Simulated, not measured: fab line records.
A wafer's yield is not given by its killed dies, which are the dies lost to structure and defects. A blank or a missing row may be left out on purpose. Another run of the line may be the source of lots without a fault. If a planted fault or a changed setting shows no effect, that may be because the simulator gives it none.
What tool caused it?    flow gf180mcu    21 wafers from 7 lots sampled at 3 of the route's 602 steps

## WHAT THE GAUGES SHOWED, per wafer
GF_V2_OVL_MEAS_15.
lot   measured      on          V2_OVL (nm)
L165  day 20 20:39  overlay-01  5 4 7
L169  day 22 13:43  overlay-02  2 2 5
L171  day 23 08:54  overlay-02  10 11 6
L175  day 24 18:54  overlay-01  -3 -2 -10
L182  day 27 02:10  overlay-02  0 3 9
L184  day 27 12:49  overlay-01  1 -1 0
L185  day 28 00:52  overlay-01  -5 1 -10

## WHAT TOOL EACH LOT RAN ON (gives the tool, then ch and the chambers of the sampled wafers, and finally the start)
lot   GF_SALICIDE_RTA_06                GF_M1_SPUTTER_04
L165  rtp_anneal-02 ch 0, day 15 17:19  pvd_sputter-03, day 16 17:43
L169  rtp_anneal-02 ch 0, day 17 09:26  pvd_sputter-03, day 18 10:53
L171  rtp_anneal-02 ch 0, day 18 03:55  pvd_sputter-03, day 19 06:04
L175  rtp_anneal-02 ch 0, day 19 16:34  pvd_sputter-04, day 20 18:53
L182  rtp_anneal-01 ch 0, day 22 05:28  pvd_sputter-03, day 23 06:46
L184  rtp_anneal-01 ch 0, day 22 16:29  pvd_sputter-01, day 23 17:40
L185  rtp_anneal-02 ch 0, day 23 06:55  pvd_sputter-04, day 24 07:46
- GF_SALICIDE_RTA_06: time 30 s.
- GF_M1_SPUTTER_04: material TiN, target thk 50 nm, time 41.7 s.

## THE ANSWER, worked out from the rows above alone
Rule: the usual values come from the lots themselves. Put in order of their means at a reading, lots are off if they are a third of the lots or fewer, leave a main group of 4 or more, and stand apart from it by a gap of 3 or more times the standard deviation of the main group's means; of several such gaps the widest counts. The tables above print the reading to a certain number of digits; a main group whose means all agree to those digits is not used. A lot without any number at a reading at which 4 lots or more have one is off too. Any other lot the step has rows for is counted as sound.
No lot is off at any reading shown: from this, nothing can be told.

## WHAT WAS PUT IN BY THE SIMULATOR
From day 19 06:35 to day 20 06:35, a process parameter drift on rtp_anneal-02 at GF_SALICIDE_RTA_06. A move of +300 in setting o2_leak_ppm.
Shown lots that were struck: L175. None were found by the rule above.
